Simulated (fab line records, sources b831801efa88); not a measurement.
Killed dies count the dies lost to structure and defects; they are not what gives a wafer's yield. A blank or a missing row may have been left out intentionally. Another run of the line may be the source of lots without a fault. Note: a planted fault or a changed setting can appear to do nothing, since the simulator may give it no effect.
Which tool is to blame?    flow sky130    14 lots with 42 wafers sampled at 3 steps, on a route of 708 steps

== WHAT EACH GAUGE READ, for each wafer ==
SKY_LDD_P_OVL_MEAS_08. Usual: LDD_P_OVL 0.6 nm, standard deviation 1.2.
lot   measured      on          LDD_P_OVL (nm)  flag
L405  day 18 12:29  overlay-02  1.1 0.7 0.9     
L406  day 18 23:22  overlay-01  0.8 0.0 0.9     
L408  day 19 20:47  overlay-02  2.4 0.6 0.3     
L409  day 20 05:52  overlay-02  -0.2 -0.1 -1.0  
L410  day 20 21:11  overlay-02  -2.0 -0.8 -1.1  
L414  day 22 03:53  overlay-01  -0.4 1.2 0.4    
L416  day 22 22:05  overlay-01  0.9 3.5 0.2     
L420  day 24 12:19  overlay-02  0.3 1.4 0.6     
L422  day 25 16:53  overlay-01  0.8 2.0 1.7     
L423  day 26 05:33  overlay-01  -0.4 -0.2 0.8   
L426  day 26 23:56  overlay-01  0.8 1.2 1.4     
L425  day 27 01:29  overlay-02  -0.2 2.3 -1.1   
L427  day 27 02:11  overlay-02  1.1 0.1 1.5     
L428  day 28 23:59  overlay-01  0.6 2.2 0.9     

SKY_LDD_HVP_OVL_MEAS_07. Usual: LDD_HVP_OVL -0.3 nm, standard deviation 1.3.
lot   measured      on          LDD_HVP_OVL (nm)  flag
L405  day 21 02:00  overlay-01  -2.8 1.6 -3.7     
L406  day 21 13:07  overlay-02  -1.1 0.2 -0.2     
L408  day 22 10:19  overlay-02  -2.7 -3.4 -0.7    
L409  day 22 20:04  overlay-02  1.2 0.0 0.8       
L410  day 23 10:47  overlay-02  -1.7 -0.5 0.2     
L414  day 24 15:48  overlay-02  -0.5 1.6 -1.6     
L416  day 25 09:28  overlay-02  0.9 -3.4 -0.7     
L420  day 26 22:38  overlay-02  -0.1 -2.9 -2.1    
L422  day 28 03:24  overlay-02  0.2 -0.2 1.1      
L423  day 28 15:20  overlay-01  -1.1 1.0 0.8      
L426  day 29 09:09  overlay-01  2.0 1.0 -0.7      
L425  day 29 09:34  overlay-02  -3.4 0.6 -0.4     
L427  day 29 10:27  overlay-02  -1.3 -1.3 -0.1    
L428  day 31 08:00  overlay-01  0.4 0.0 0.4       

SKY_SD_P_OVL_MEAS_08. Usual: SD_P_OVL 0.2 nm, standard deviation 1.5.
lot   measured      on          SD_P_OVL (nm)   flag
L405  day 24 21:05  overlay-02  -0.3 -2.1 -0.2  
L406  day 25 09:38  overlay-02  0.7 1.0 -1.3    
L408  day 26 05:55  overlay-01  0.6 0.3 0.7     
L409  day 26 16:08  overlay-02  0.6 -1.1 0.7    
L410  day 27 05:43  overlay-02  0.9 1.2 1.8     
L414  day 28 09:56  overlay-01  0.5 1.0 1.1     
L416  day 29 02:23  overlay-02  -2.5 -2.2 -1.4  
L420  day 30 13:25  overlay-01  2.9 0.5 2.1     
L422  day 31 19:11  overlay-01  2.0 2.7 2.0     
L423  day 32 04:40  overlay-02  0.7 3.3 0.7     
L426  day 32 23:08  overlay-01  1.1 -0.2 -0.8   
L425  day 33 00:02  overlay-01  0.1 -0.4 -0.8   
L427  day 33 01:14  overlay-01  0.1 0.3 0.7     
L428  day 34 19:02  overlay-01  -0.4 -0.1 1.1   

== WHICH TOOL RAN EACH LOT (tool, then ch and the chambers of the sampled wafers, then the start) ==
Record: no process step prior to these readings.

== WHAT THE TOOLS THEMSELVES READ (means of the sampled wafers that have a number; where no wafer has one, the mark that the record gives instead) ==
The record holds no such reading with a usual standard deviation.

== THE ANSWER, worked out from the rows above alone ==
Rule: take the mean of a lot's wafers that have a number; if it is more than 3 standard deviations from the usual mean, the lot is off. Also off: a lot with no number at a reading for which 4 or more lots have one. Any other lot the step has rows for is counted as sound. Order of review: gauges by route order, followed by the tools' own readings, for which a lot's mean as printed above is used. At the first step where some lot is off, the reading lying furthest off is the one used; lots without a number count as furthest.
None of the lots is off at any reading shown; this tells nothing.

== WHAT WAS PUT IN BY THE SIMULATOR ==
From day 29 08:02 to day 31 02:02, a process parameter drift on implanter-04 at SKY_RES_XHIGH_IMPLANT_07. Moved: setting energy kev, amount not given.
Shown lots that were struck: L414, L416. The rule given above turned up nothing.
